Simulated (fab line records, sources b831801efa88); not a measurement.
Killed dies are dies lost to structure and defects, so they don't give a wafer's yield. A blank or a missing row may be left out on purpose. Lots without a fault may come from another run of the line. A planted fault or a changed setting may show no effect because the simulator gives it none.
Chamber matching | flow gf180mcu | GF_V1_ETCH_16 on rie_diel-01: 4 sister chambers
The step etches BARC in N2/H2. 8 wafers are shown with their chamber, then 7 later ones without.

WAFERS WITH THEIR CHAMBER
wafer  | chamber | drypump_motor_current_A (A) | rf_fwd_power_W (W)
L077.5 | 0       | 5.6                         | 497.7
L084.3 | 3       | 4.9                         | 489.9
L084.5 | 3       | 5.0                         | 488.9
L088.1 | 1       | 6.5                         | 491.6
L088.3 | 2       | 5.6                         | 490.5
L088.6 | 0       | 5.6                         | 495.9
L091.3 | 1       | 6.5                         | 489.9
L091.5 | 2       | 5.5                         | 493.9

WAFERS WITHOUT THEIR CHAMBER
wafer  | drypump_motor_current_A (A) | rf_fwd_power_W (W)
L091.6 | 6.5                         | 490.7
L095.2 | 4.9                         | 491.5
L095.4 | 5.5                         | 490.6
L095.5 | 4.9                         | 491.7
L094.2 | 5.6                         | 489.9
L094.5 | 5.6                         | 491.4
L094.6 | 4.9                         | 490.2

WHICH CHAMBER EACH WENT THROUGH
wafer  | from the rows above | in truth
L091.6 | 1                   | 1
L095.2 | 3                   | 3
L095.4 | 2                   | 2
L095.5 | 3                   | 3
L094.2 | 2                   | 2
L094.5 | 2                   | 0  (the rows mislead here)
L094.6 | 3                   | 3
Placed correctly: 6 of 7. Can't be placed from these rows: 0. Placed wrongly: 1.
How it was worked out, from the rows above alone: a wafer's distance from a chamber is the root of the sum, over the readings, of the square of ((its reading less the chamber's mean) divided by the reading's scatter). The wafer belongs to the nearest chamber; if the next one is less than 2 further off, it can't be placed. A chamber's mean is the mean of its shown wafers. The scatter: the root of (the sum of the squares of (reading less its chamber's mean) over the shown wafers, divided by (wafers less chambers)).
